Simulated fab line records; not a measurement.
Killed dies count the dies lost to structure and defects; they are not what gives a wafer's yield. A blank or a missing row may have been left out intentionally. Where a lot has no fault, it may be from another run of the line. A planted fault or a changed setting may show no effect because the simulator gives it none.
A struck lot beside a sound one | flow sky130 | 16 steps out of a route of 708
Sound: the wafers L742.1, L742.2, L742.6. Struck: wafer L733.5 (left out: L733.3, L733.6 of the same lot, which were not struck); the cause appears at the end.
Each step with rows lists, per side, the tool, then ch with its chambers, then its first start. Under that, the readings that differ: sound wafers | struck wafers | difference of the means | sigmas: that difference in standard deviations of wafers without a fault.
alike: words and numbers the same on both sides, and readings whose means are apart by under 2 such deviations; not compared: readings that were withheld, readings missing a value for some wafer, numbers with overlapping values and no deviation given by the record, and bounds like >300 which may hide the same value.
A row with sigmas, a row that says differs or no value, or rows on one side alone: a step with any of these is where the two part. When numbers do not overlap yet have no deviation, they are printed without sigmas and do not part them. A reading that every wafer of one side lacks parts them only if that side has two wafers or more.

first, 8 steps without rows for these wafers: SKY_POLY_GATE_DEHYDRATE_05 (time 60 s); SKY_POLY_GATE_HMDS_06 (prime time 60 s); SKY_POLY_GATE_COAT_07 (resist thk 110 nm); SKY_POLY_GATE_COAT_08 (resist thk 450 nm); SKY_POLY_GATE_SOFTBAKE_09 (time 90 s); SKY_POLY_GATE_EXPOSE_10 (exposes mask P1M, target cd 150 nm); SKY_POLY_GATE_PEB_11; SKY_POLY_GATE_DEVELOP_12 (develop time 60 s).
SKY_POLY_GATE_CD_MEAS_13 targets a cd of 150 nm.
  sound: cd_sem-01 at day 22 00:01; struck: cd_sem-02 at day 18 18:54
  alike: cd_nm
SKY_POLY_GATE_OVL_MEAS_14:
  sound: overlay-01 at day 22 00:08; struck: overlay-01 at day 18 18:59
  alike: POLY_GATE_OVL
SKY_POLY_GATE_ETCH_15: etches BARC in N2/H2, stops on SiO2, time 118.5 s, target depth 110 nm.
  sound on rie_diel-02 ch 0,2,3, day 22 00:10; struck on rie_diel-02 ch 1, day 18 19:01
  reading             | sound             | struck | difference | sigmas
  h2_flow_sccm (sccm) | 199.6 200.3 198.7 | 201.3  | +1.8       | +3
  alike: drypump_motor_current_A, oes_product_au, rf_fwd_power_W, throttle_valve_pct
  not compared: rf_hours_counter_h
SKY_POLY_GATE_ETCH_16: etches Si3N4 in CH3F/O2, stops on poly-Si, time 147.5 s, target depth 75 nm.
  sound on rie_diel-02 ch 0,2,3, day 22 00:14; struck on rie_diel-02 ch 1, day 18 19:06
  reading                     | sound                | struck | difference | sigmas
  drypump_motor_current_A (A) | 5.7 6.0 6.5          | 5.2    | -0.9       | -2
  throttle_valve_pct (%)      | 10.541 10.517 10.528 | 10.549 | +0.020     | +2
  alike: oes_product_au, rf_fwd_power_W
  not compared: rf_hours_counter_h
SKY_POLY_GATE_ETCH_17: etches poly-Si in HBr/Cl2, stops on SiO2, target depth 180 nm, time 70.5 s.
  sound on rie_si-01 ch 0,2,3, day 22 00:20; struck on rie_si-01 ch 3, day 18 19:11
  reading                                          | sound             | struck | difference | sigmas
  model.KrF-thick_of_POLY_GATE_COAT_08.thk_nm (nm) | 143.2 142.3 141.9 | 77.62  | -64.85     |
  model.SiO2_of_SONOS_ONO_CVD_04.thk_nm (nm)       | 4.434 4.512 4.381 | 2.035  | -2.407     |
  alike: drypump_motor_current_A, oes_product_au, rf_fwd_power_W, throttle_valve_pct
  not compared: rf_hours_counter_h
SKY_POLY_GATE_STRIP_18: strips in O2/N2.
  sound on plasma_asher-01 ch 0,1, day 22 00:24; struck on plasma_asher-04 ch 1, day 18 19:17
  reading                      | sound             | struck | difference | sigmas
  drypump_motor_current_A (A)  | 6.2 4.7 4.7       | 6.7    | +1.5       | +2
  oes_product_au (a.u.)        | 0.358 0.361 0.369 | 0.333  | -0.030     | -6
  strip_time_to_endpoint_s (s) | 3.18 3.22 3.18    | 2.49   | -0.70      | -20
  not compared: rf_hours_counter_h
then, 1 step without rows for these wafers: SKY_POLY_GATE_CLEAN_19 (cleans in SC1/SC2, time 150 s).
-- the record jumps here: 29 days lie between the struck wafers' starts before and after (it left off in module POLY_GATE and takes up again in module PAD_OPEN, whose first step shown is number 708 of the route) --
SKY_PAD_OPEN_PROBE_99:
  sound: prober-01 at day 49 10:12; struck: prober-02 at day 47 13:46
  reading                                   | sound             | struck | difference | sigmas
  model.etest.tip_p.rs_ohm_sq               | 6927 6936 6946    | 8209   | +1273      |
  model.etest.tip_sonos.rs_ohm_sq           | 2680 2600 2672    | 2231   | -420       |
  model.etest.nfet_01v8.r_on_ohm_um         | 828.5 828.1 822.6 | 790.6  | -35.8      |
  model.etest.nfet_01v8_lvt.drive_ua_um     | 559.1 565.5 563.6 | 624.6  | +61.9      |
  model.etest.nfet_01v8_swapped.drive_ua_um | 490.4 491.5 494   | 554.8  | +62.8      |
  model.etest.nfet_01v8.drive_ua_um         | 488.7 492.9 495.8 | 554    | +62        |
  model.etest.nfet_01v8_turned.drive_ua_um  | 487.8 494.6 493.9 | 551.4  | +59.3      |
  model.etest.sram_nfet_pass.drive_ua_um    | 482.5 486.4 466.2 | 516.6  | +38.2      |
  alike: killed_at_M0_to_M3, killed_at_M4_up, killed_at_contacts, killed_at_front_end, killed_at_other, killed_dies, killed_open, killed_short

## WHERE THEY PART
At SKY_POLY_GATE_ETCH_15 first; at SKY_POLY_GATE_STRIP_18 last (within this record only). Later steps at which nothing parts them and some readings are alike: SKY_PAD_OPEN_PROBE_99.

WHY: what had been put in by the simulator
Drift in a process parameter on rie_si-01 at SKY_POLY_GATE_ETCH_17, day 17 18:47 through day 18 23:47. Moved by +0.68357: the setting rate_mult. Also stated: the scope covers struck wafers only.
